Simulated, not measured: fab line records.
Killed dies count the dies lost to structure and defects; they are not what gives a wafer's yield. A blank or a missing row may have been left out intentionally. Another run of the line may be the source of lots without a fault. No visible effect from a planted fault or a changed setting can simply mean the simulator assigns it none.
Which tool is to blame? :: flow gf180mcu :: 11 lots, 33 wafers sampled, at 6 steps of a route of 602

== WHAT EACH GAUGE READ, for each wafer ==
GF_V2_THK_MEAS_01.
lot: L801
measured: day 20 01:58
on: film_metro-03
V2_CVD_00_THK (nm): 599 604 608

lot: L802
measured: day 20 17:52
on: film_metro-01
V2_CVD_00_THK (nm): 601 607 607

lot: L803
measured: day 20 19:40
on: film_metro-01
V2_CVD_00_THK (nm): 588 595 599

lot: L805
measured: day 21 23:19
on: film_metro-04
V2_CVD_00_THK (nm): 597 594 601

lot: L807
measured: day 22 05:17
on: film_metro-03
V2_CVD_00_THK (nm): 586 592 588

lot: L810
measured: day 23 14:56
on: film_metro-04
V2_CVD_00_THK (nm): 598 604 597

lot: L812
measured: day 24 05:31
on: film_metro-04
V2_CVD_00_THK (nm): 590 588 599

lot: L820
measured: day 26 08:52
on: film_metro-01
V2_CVD_00_THK (nm): 600 598 598

lot: L821
measured: day 26 19:50
on: film_metro-03
V2_CVD_00_THK (nm): 599 598 589

lot: L822
measured: day 26 21:41
on: film_metro-01
V2_CVD_00_THK (nm): 590 593 593

lot: L823
measured: day 27 03:01
on: film_metro-01
V2_CVD_00_THK (nm): 600 595 594

GF_V2_RS_MEAS_24: uses a four-point probe to measure.
lot: L801
measured: day 21 04:02
on: film_metro-03
V2_W_RS (ohm/sq): 0.319 0.324 0.327

lot: L802
measured: day 21 19:31
on: film_metro-04
V2_W_RS (ohm/sq): 0.330 0.327 0.325

lot: L803
measured: day 21 21:10
on: film_metro-04
V2_W_RS (ohm/sq): 0.317 0.321 0.325

lot: L805
measured: day 22 23:59
on: film_metro-01
V2_W_RS (ohm/sq): 0.328 0.323 0.328

lot: L807
measured: day 23 06:09
on: film_metro-04
V2_W_RS (ohm/sq): 0.325 0.328 0.324

lot: L810
measured: day 24 14:46
on: film_metro-03
V2_W_RS (ohm/sq): 0.247 0.324 0.333

lot: L812
measured: day 25 04:32
on: film_metro-03
V2_W_RS (ohm/sq): 0.254 0.324 0.331

lot: L820
measured: day 27 06:53
on: film_metro-04
V2_W_RS (ohm/sq): 0.328 0.327 0.324

lot: L821
measured: day 27 17:17
on: film_metro-01
V2_W_RS (ohm/sq): 0.322 0.333 0.336

lot: L822
measured: day 27 19:31
on: film_metro-03
V2_W_RS (ohm/sq): 0.333 0.335 0.321

lot: L823
measured: day 28 00:50
on: film_metro-01
V2_W_RS (ohm/sq): 0.318 0.324 0.317

GF_V2_THK_MEAS_25: measures by xrf.
lot: L801
measured: day 21 04:09
on: film_metro-03
V2_W_THK (nm): 362 360 357

lot: L802
measured: day 21 19:38
on: film_metro-04
V2_W_THK (nm): 352 355 356

lot: L803
measured: day 21 21:17
on: film_metro-04
V2_W_THK (nm): 366 362 358

lot: L805
measured: day 23 00:07
on: film_metro-01
V2_W_THK (nm): 355 362 356

lot: L807
measured: day 23 06:15
on: film_metro-04
V2_W_THK (nm): 356 357 361

lot: L810
measured: day 24 14:52
on: film_metro-03
V2_W_THK (nm): 472 360 348

lot: L812
measured: day 25 04:38
on: film_metro-03
V2_W_THK (nm): 458 358 349

lot: L820
measured: day 27 07:01
on: film_metro-04
V2_W_THK (nm): 351 350 354

lot: L821
measured: day 27 17:23
on: film_metro-01
V2_W_THK (nm): 359 347 345

lot: L822
measured: day 27 19:37
on: film_metro-03
V2_W_THK (nm): 351 350 363

lot: L823
measured: day 28 00:57
on: film_metro-01
V2_W_THK (nm): 367 364 369

== WHICH TOOL RAN EACH LOT (tool, then ch and the chambers of the sampled wafers, then the start) ==
lot: L801
GF_M1_METAL_ETCH_16: rie_metal-01 ch 0,1, day 17 21:09
GF_M2_SPUTTER_03: pvd_sputter-01, day 19 00:31
GF_V2_CVD_23: cvd_w-01 ch 0,1, day 21 03:55

lot: L802
GF_M1_METAL_ETCH_16: rie_metal-04 ch 1, day 18 12:59
GF_M2_SPUTTER_03: pvd_sputter-01, day 19 16:53
GF_V2_CVD_23: cvd_w-02 ch 0,1, day 21 19:23

lot: L803
GF_M1_METAL_ETCH_16: rie_metal-01 ch 1, day 18 14:56
GF_M2_SPUTTER_03: pvd_sputter-03, day 19 18:30
GF_V2_CVD_23: cvd_w-01 ch 0,1, day 21 21:02

lot: L805
GF_M1_METAL_ETCH_16: rie_metal-04 ch 1, day 19 18:47
GF_M2_SPUTTER_03: pvd_sputter-03, day 20 22:45
GF_V2_CVD_23: cvd_w-01 ch 0,1, day 22 23:53

lot: L807
GF_M1_METAL_ETCH_16: rie_metal-04 ch 0,1, day 20 00:40
GF_M2_SPUTTER_03: pvd_sputter-04, day 21 04:20
GF_V2_CVD_23: cvd_w-02 ch 0,1, day 23 06:02

lot: L810
GF_M1_METAL_ETCH_16: rie_metal-04 ch 0, day 21 11:58
GF_M2_SPUTTER_03: pvd_sputter-03, day 22 14:54
GF_V2_CVD_23: cvd_w-01 ch 0,1, day 24 14:39

lot: L812
GF_M1_METAL_ETCH_16: rie_metal-02 ch 0,1, day 22 03:43
GF_M2_SPUTTER_03: pvd_sputter-01, day 23 06:27
GF_V2_CVD_23: cvd_w-01 ch 0,1, day 25 04:24

lot: L820
GF_M1_METAL_ETCH_16: rie_metal-01 ch 0,1, day 24 09:35
GF_M2_SPUTTER_03: pvd_sputter-03, day 25 10:29
GF_V2_CVD_23: cvd_w-02 ch 0,1, day 27 06:47

lot: L821
GF_M1_METAL_ETCH_16: rie_metal-01 ch 0,1, day 24 21:44
GF_M2_SPUTTER_03: pvd_sputter-01, day 25 22:24
GF_V2_CVD_23: cvd_w-01 ch 0,1, day 27 17:09

lot: L822
GF_M1_METAL_ETCH_16: rie_metal-01 ch 0,1, day 24 23:17
GF_M2_SPUTTER_03: pvd_sputter-04, day 26 00:04
GF_V2_CVD_23: cvd_w-01 ch 0,1, day 27 19:23

lot: L823
GF_M1_METAL_ETCH_16: rie_metal-01 ch 0, day 25 05:29
GF_M2_SPUTTER_03: pvd_sputter-03, day 26 05:28
GF_V2_CVD_23: cvd_w-01 ch 0, day 28 00:43
- GF_M1_METAL_ETCH_16: etches the open film in Cl2/BCl3, stops on SiO2, target depth 750.8 nm, time 125.1 s.
- GF_M2_SPUTTER_03: material Ti, target thk 10 nm, time 6.7 s.
- GF_V2_CVD_23: deposits W, target thk 350 nm, time 104.94 s.

== AS READ BY THE TOOLS THEMSELVES (means over the sampled wafers that have a number; for cases with no such wafer, the mark the record gives instead) ==
GF_M1_METAL_ETCH_16.
lot: L801
tool: rie_metal-01
drypump_motor_current_A (A): 5.7
oes_product_au (a.u.): 0.979
throttle_valve_pct (%): 28.236

lot: L802
tool: rie_metal-04
drypump_motor_current_A (A): 4.8
oes_product_au (a.u.): 0.989
throttle_valve_pct (%): 28.229

lot: L803
tool: rie_metal-01
drypump_motor_current_A (A): 5.4
oes_product_au (a.u.): 0.972
throttle_valve_pct (%): 28.239

lot: L805
tool: rie_metal-04
drypump_motor_current_A (A): 4.8
oes_product_au (a.u.): 0.987
throttle_valve_pct (%): 28.230

lot: L807
tool: rie_metal-04
drypump_motor_current_A (A): 5.3
oes_product_au (a.u.): 0.987
throttle_valve_pct (%): 28.233

lot: L810
tool: rie_metal-04
drypump_motor_current_A (A): 6.2
oes_product_au (a.u.): 0.993
throttle_valve_pct (%): 28.221

lot: L812
tool: rie_metal-02
drypump_motor_current_A (A): 6.1
oes_product_au (a.u.): 0.992
throttle_valve_pct (%): 28.230

lot: L820
tool: rie_metal-01
drypump_motor_current_A (A): 5.7
oes_product_au (a.u.): 0.986
throttle_valve_pct (%): 28.228

lot: L821
tool: rie_metal-01
drypump_motor_current_A (A): 5.7
oes_product_au (a.u.): 0.979
throttle_valve_pct (%): 28.240

lot: L822
tool: rie_metal-01
drypump_motor_current_A (A): 6.0
oes_product_au (a.u.): 0.985
throttle_valve_pct (%): 28.240

lot: L823
tool: rie_metal-01
drypump_motor_current_A (A): 6.3
oes_product_au (a.u.): 0.983
throttle_valve_pct (%): 28.237

GF_M2_SPUTTER_03.
lot: L801
tool: pvd_sputter-01
throttle_valve_pct (%): 29.2

lot: L802
tool: pvd_sputter-01
throttle_valve_pct (%): 29.8

lot: L803
tool: pvd_sputter-03
throttle_valve_pct (%): 28.6

lot: L805
tool: pvd_sputter-03
throttle_valve_pct (%): 28.9

lot: L807
tool: pvd_sputter-04
throttle_valve_pct (%): 29.7

lot: L810
tool: pvd_sputter-03
throttle_valve_pct (%): 28.7

lot: L812
tool: pvd_sputter-01
throttle_valve_pct (%): 29.6

lot: L820
tool: pvd_sputter-03
throttle_valve_pct (%): 29.8

lot: L821
tool: pvd_sputter-01
throttle_valve_pct (%): 29.5

lot: L822
tool: pvd_sputter-04
throttle_valve_pct (%): 29.9

lot: L823
tool: pvd_sputter-03
throttle_valve_pct (%): 29.0

GF_V2_CVD_23.
lot: L801
tool: cvd_w-01
heater_power_w (W): 944

lot: L802
tool: cvd_w-02
heater_power_w (W): 748

lot: L803
tool: cvd_w-01
heater_power_w (W): 932

lot: L805
tool: cvd_w-01
heater_power_w (W): 900

lot: L807
tool: cvd_w-02
heater_power_w (W): 731

lot: L810
tool: cvd_w-01
heater_power_w (W): 930

lot: L812
tool: cvd_w-01
heater_power_w (W): 900

lot: L820
tool: cvd_w-02
heater_power_w (W): 727

lot: L821
tool: cvd_w-01
heater_power_w (W): 919

lot: L822
tool: cvd_w-01
heater_power_w (W): 896

lot: L823
tool: cvd_w-01
heater_power_w (W): 981

== THE ANSWER, worked out from the rows above alone ==
Rule: what is usual is taken from the lots themselves. The widest of any qualifying gaps counts: lots, ordered by their means at a reading, are off when they make up no more than a third of the lots, leave a main group of 4 or more, and stand apart from it by 3 or more times the standard deviation of that group's means. A main group whose means are all the same, to the digits that the tables above print for the reading, isn't used. Also off: a lot with no number at a reading for which 4 or more lots have one. The other lots that the step has rows for count as sound. The gauges are gone through in route order, then the tools' own readings, and for those a lot's mean is taken as printed above. At the first step where some lot is off, the reading lying furthest off is the one used; lots without a number count as furthest.
Off: L810, L812, at GF_V2_RS_MEAS_24 (V2_W_RS). Main group: mean 0.326 ohm/sq, sd 0.0034.
If a tool, at a process step before that reading, ran all the lots that are off and no sound lot after the first of them, it fits. The gauges at GF_V2_RS_MEAS_24 are tried like those tools. Of those tried, none fits.

== WHAT THE SIMULATOR PUT IN ==
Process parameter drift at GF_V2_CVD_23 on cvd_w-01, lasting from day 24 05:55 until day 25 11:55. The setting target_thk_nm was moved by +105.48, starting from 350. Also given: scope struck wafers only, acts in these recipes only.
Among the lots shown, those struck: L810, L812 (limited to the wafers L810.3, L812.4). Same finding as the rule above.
